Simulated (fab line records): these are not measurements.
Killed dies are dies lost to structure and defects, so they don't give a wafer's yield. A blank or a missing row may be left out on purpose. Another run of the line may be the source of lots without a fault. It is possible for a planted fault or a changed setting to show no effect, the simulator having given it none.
Code-filled problem report in 8D (eight disciplines) form || flow gf180mcu || the parts of the form that need people (team, actions taken, sign-off) are left out

## 1. PROBLEM STATEMENT
A mean of 0.817 a.u. is read at GF_V4_ETCH_17 for oes product au, taken on 1 wafer of 1 lot, against 0.856 a.u. (standard deviation 0.0043) on wafers free of any fault. Relative to the usual mean, that is a shift of -9.1 standard deviations.
The step: etches SiO2 in C4F8/O2/Ar, stops on TiN, target depth 630 nm.
The step gives no start for some of these wafers. Wafers with a number at this step in the record: 15, from 5 lots. By rule, "out" or "out of limits" means more than 4 standard deviations away from the usual mean. The rest of the wafers with a number are treated as sound.

## 2. WHAT IT IS; WHAT IT IS NOT
{"question": "which readings at this step", "is": "oes product au", "is not": "-"}
{"question": "which lots", "is": "L763", "is not": "L761, L773, L774, L781"}
{"question": "which wafers of those lots", "is": "L763.3", "is not": "L763.5, L763.6"}
{"question": "read on which tools", "is": "rie diel-02", "is not": "rie diel-01, rie diel-03"}

## 3. WHAT RULES OUT EACH SUSPECT
Counting: if a tool at a process step up to the reading ran every lot that is out, it stays a suspect. Sound lots after the first of them don't rule it out here, since some wafers of a struck lot are sound.
- rie metal-02 at GF_M4_METAL_ETCH_16 (etches the open film in Cl2/BCl3, stops on SiO2, target depth 627.5 nm, time 104.6 s): kept. It ran the lot that is out, L763 (day 24 05:11).
- plasma asher-03 at GF_M4_STRIP_17 (strips in O2/N2): kept. It ran the lot that is out, L763 (day 24 05:18).
- cmp-01 at GF_V4_CMP_04 (polishes SiO2): kept. L763, the lot that is out, went through it at day 24 06:10; up to then, the latest sound lot through it was L761 at day 23 18:35.
- rie diel-02 at GF_V4_ETCH_16 (etches BARC in N2/H2): kept. It ran the lot that is out, L763 (day 25 03:21).
- rie diel-02 at GF_V4_ETCH_17 (etches SiO2 in C4F8/O2/Ar, stops on TiN, target depth 630 nm): kept. It ran the lot that is out, L763 (day 25 04:05). On those wafers its own readings are out: oes product au. With no start given for some of its lots, GF_V4_ETCH_17 uses the hours and lot order of GF_V4_SPUTTER_22.
- In cmp-01 at GF_V4_CMP_04, the wafers that are out were processed in chamber 0 and their sound lot-mates in chambers 2, 3.
Left after counting: rie metal-02 at GF_M4_METAL_ETCH_16, plasma asher-03 at GF_M4_STRIP_17, cmp-01 at GF_V4_CMP_04, rie diel-02 at GF_V4_ETCH_16, rie diel-02 at GF_V4_ETCH_17.

## 4. THE CAUSE (what the simulator had put in)
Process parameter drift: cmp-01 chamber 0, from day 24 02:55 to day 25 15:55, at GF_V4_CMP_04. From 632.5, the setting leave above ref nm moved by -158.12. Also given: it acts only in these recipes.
After counting, 5 suspects remain, this tool included.

## 5. THE EFFECT CHAIN, in route order
Rows list readings where the struck wafers' mean (over those with a number) sits beyond 3 standard deviations from the usual. Scope: only readings with a usual standard deviation given in the record; hours: median across lots of the time from each lot's start at the first step in this table that gives one to its start at this step; sigmas: change in usual standard deviations.
{"hours": "-", "step": "GF_V4_ETCH_17", "reading": "oes product au", "usual": "0.856 a.u.", "on struck wafers": 0.817, "change": -0.039, "sigmas": -9.1}
Process steps it contains:
- GF_V4_ETCH_17: etches SiO2 in C4F8/O2/Ar, stops on TiN, target depth 630 nm.
At these later measuring or inspecting steps, every struck wafer for which the step has a row has a number for every such reading, and none has moved that far: GF_V4_RS_MEAS_24, GF_V4_THK_MEAS_25.

## 6. HOW IT WOULD HAVE BEEN CAUGHT EARLIER
Of the tool readings at GF_V4_CMP_04 for which the record gives a usual standard deviation, none was out on any struck wafer, so an alarm limit of 4 standard deviations on them would not have fired.
